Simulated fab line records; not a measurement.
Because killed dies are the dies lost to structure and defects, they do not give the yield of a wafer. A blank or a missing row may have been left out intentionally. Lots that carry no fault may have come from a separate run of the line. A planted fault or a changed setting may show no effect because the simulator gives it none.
Which tool is to blame? | flow gf180mcu | Sampling: 14 lots, 42 wafers, 4 of 602 route steps

== WHAT THE GAUGES SHOWED, per wafer ==
GF_V2_THK_MEAS_03. Usual: V2_CVD_02_THK gives 848 nm (standard deviation 11).
lot  | measured     | on            | V2_CVD_02_THK (nm) | flag
L262 | day 20 03:42 | film_metro-01 | 837 840 859        |
L263 | day 20 09:32 | film_metro-03 | 864 844 867        |
L264 | day 20 23:34 | film_metro-03 | 834 840 851        |
L265 | day 21 01:04 | film_metro-03 | 836 854 859        |
L267 | day 22 02:08 | film_metro-02 | 830 834 851        |
L268 | day 22 07:24 | film_metro-02 | 827 831 838        |
L271 | day 23 09:11 | film_metro-01 | 857 852 867        |
L273 | day 24 04:29 | film_metro-02 | 858 863 866        |
L274 | day 24 15:13 | film_metro-02 | 842 856 852        |
L275 | day 25 01:37 | film_metro-01 | 845 848 855        |
L278 | day 25 23:49 | film_metro-03 | 849 839 851        |
L280 | day 26 07:49 | film_metro-01 | 842 839 850        |
L281 | day 26 11:24 | film_metro-03 | 840 838 862        |
L283 | day 27 04:43 | film_metro-01 | 875 846 859        |

GF_V2_BOW_MEAS_05. Usual: V2_BOW gives 102 um (standard deviation 8.6).
lot  | measured     | on            | V2_BOW (um) | flag
L262 | day 20 04:04 | film_metro-03 | 98 97 85    |
L263 | day 20 09:53 | film_metro-02 | 122 119 105 |
L264 | day 20 23:59 | film_metro-02 | 92 106 102  |
L265 | day 21 01:28 | film_metro-02 | 116 106 105 |
L267 | day 22 02:30 | film_metro-02 | 105 122 110 |
L268 | day 22 07:46 | film_metro-02 | 109 101 102 |
L271 | day 23 09:33 | film_metro-01 | 101 106 100 |
L273 | day 24 04:52 | film_metro-03 | 105 96 114  |
L274 | day 24 15:35 | film_metro-03 | 84 92 97    |
L275 | day 25 02:08 | film_metro-02 | 104 109 114 |
L278 | day 26 00:11 | film_metro-01 | 101 94 102  |
L280 | day 26 08:10 | film_metro-01 | 95 111 85   |
L281 | day 26 11:46 | film_metro-02 | 97 109 103  |
L283 | day 27 05:08 | film_metro-02 | 102 106 106 |

GF_V2_THK_MEAS_25: measures by xrf. Usual: V2_W_THK gives 348 nm (standard deviation 4.2).
lot  | measured     | on            | V2_W_THK (nm) | flag
L262 | day 21 05:06 | film_metro-02 | 348 351 348   |
L263 | day 21 08:54 | film_metro-01 | 346 355 354   |
L264 | day 22 00:17 | film_metro-02 | 353 348 351   |
L265 | day 22 02:34 | film_metro-01 | 347 350 349   |
L267 | day 23 02:37 | film_metro-03 | 343 341 349   |
L268 | day 23 07:59 | film_metro-02 | 348 345 349   |
L271 | day 24 09:38 | film_metro-03 | 341 345 346   |
L273 | day 25 03:53 | film_metro-03 | 342 345 347   |
L274 | day 25 14:49 | film_metro-02 | 349 355 356   |
L275 | day 26 00:30 | film_metro-02 | 354 348 354   |
L278 | day 26 22:42 | film_metro-03 | 342 342 344   |
L280 | day 27 06:15 | film_metro-02 | 357 352 356   |
L281 | day 27 09:31 | film_metro-01 | 360 354 360   |
L283 | day 28 02:48 | film_metro-03 | 353 349 353   |

== TOOL THAT RAN EACH LOT (tool first, then ch and the chambers of the sampled wafers, then the start) ==
lot  | GF_V2_CVD_23
L262 | cvd_w-01 ch 0,1, day 21 04:52
L263 | cvd_w-01 ch 0,1, day 21 08:40
L264 | cvd_w-01 ch 0,1, day 22 00:04
L265 | cvd_w-01 ch 0,1, day 22 02:20
L267 | cvd_w-01 ch 0,1, day 23 02:23
L268 | cvd_w-01 ch 0, day 23 07:46
L271 | cvd_w-02 ch 1, day 24 09:24
L273 | cvd_w-01 ch 0,1, day 25 03:40
L274 | cvd_w-01 ch 0,1, day 25 14:35
L275 | cvd_w-01 ch 0,1, day 26 00:16
L278 | cvd_w-01 ch 0,1, day 26 22:28
L280 | cvd_w-01 ch 0,1, day 27 06:01
L281 | cvd_w-01 ch 0,1, day 27 09:07
L283 | cvd_w-01 ch 0,1, day 28 02:35
- GF_V2_CVD_23: deposits W, target thk 350 nm, time 104.94 s.

== AS READ BY THE TOOLS THEMSELVES (means over the sampled wafers that have a number; for cases with no such wafer, the mark the record gives instead) ==
GF_V2_CVD_23. Usual: chamber_pressure_Torr 40.02 Torr, standard deviation 0.079; heater_power_w 887 W, standard deviation 79.
lot  | tool     | chamber_pressure_Torr (Torr) | heater_power_w (W) | flag
L262 | cvd_w-01 | 39.95                        | 896                |
L263 | cvd_w-01 | 40.04                        | 840                |
L264 | cvd_w-01 | 40.00                        | 840                |
L265 | cvd_w-01 | 40.00                        | 853                |
L267 | cvd_w-01 | 40.02                        | 899                |
L268 | cvd_w-01 | 40.06                        | 961                |
L271 | cvd_w-02 | 39.88                        | 879                |
L273 | cvd_w-01 | 40.00                        | 884                |
L274 | cvd_w-01 | 40.04                        | 848                |
L275 | cvd_w-01 | 40.03                        | 839                |
L278 | cvd_w-01 | 40.00                        | 847                |
L280 | cvd_w-01 | 41.53                        | 911                | OFF
L281 | cvd_w-01 | 41.59                        | 918                | OFF
L283 | cvd_w-01 | 41.60                        | 908                | OFF

== THE ANSWER, worked out from the rows above alone ==
Rule: a lot counts as off when the mean over its wafers that have a number is more than 3 standard deviations away from the usual mean. A lot without any number at a reading at which 4 lots or more have one is off too. Any other lot the step has rows for is counted as sound. The gauges are gone through in route order, then the tools' own readings, and for those a lot's mean is taken as printed above. The first step at which some lot is off is used, and at that step the reading that is off furthest; a lot without a number counts as furthest.
Off: L280, L281, L283, at GF_V2_CVD_23 (chamber_pressure_Torr).
A tool fits if, at that step or a process step before it, it ran every lot that is off, and no sound lot after the first of them. One fits: cvd_w-01 at GF_V2_CVD_23. Its last sound lot is L278 (day 26 22:28), its first lot that is off L280 (day 27 06:01): a fault that began between those two fits.
On the lots that are off, the tool's own readings at GF_V2_CVD_23 differ by more than 5 times the standard deviation of the sound lots' means, which bears it out; chamber_pressure_Torr reads 41.57 Torr there versus 40.00 Torr on the sound lots.

== WHAT THE SIMULATOR PUT IN ==
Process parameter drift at GF_V2_CVD_23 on cvd_w-01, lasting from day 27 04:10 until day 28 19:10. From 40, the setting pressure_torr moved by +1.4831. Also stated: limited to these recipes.
Lots struck among those shown: L280, L281, L283. This agrees with what the rule above found.
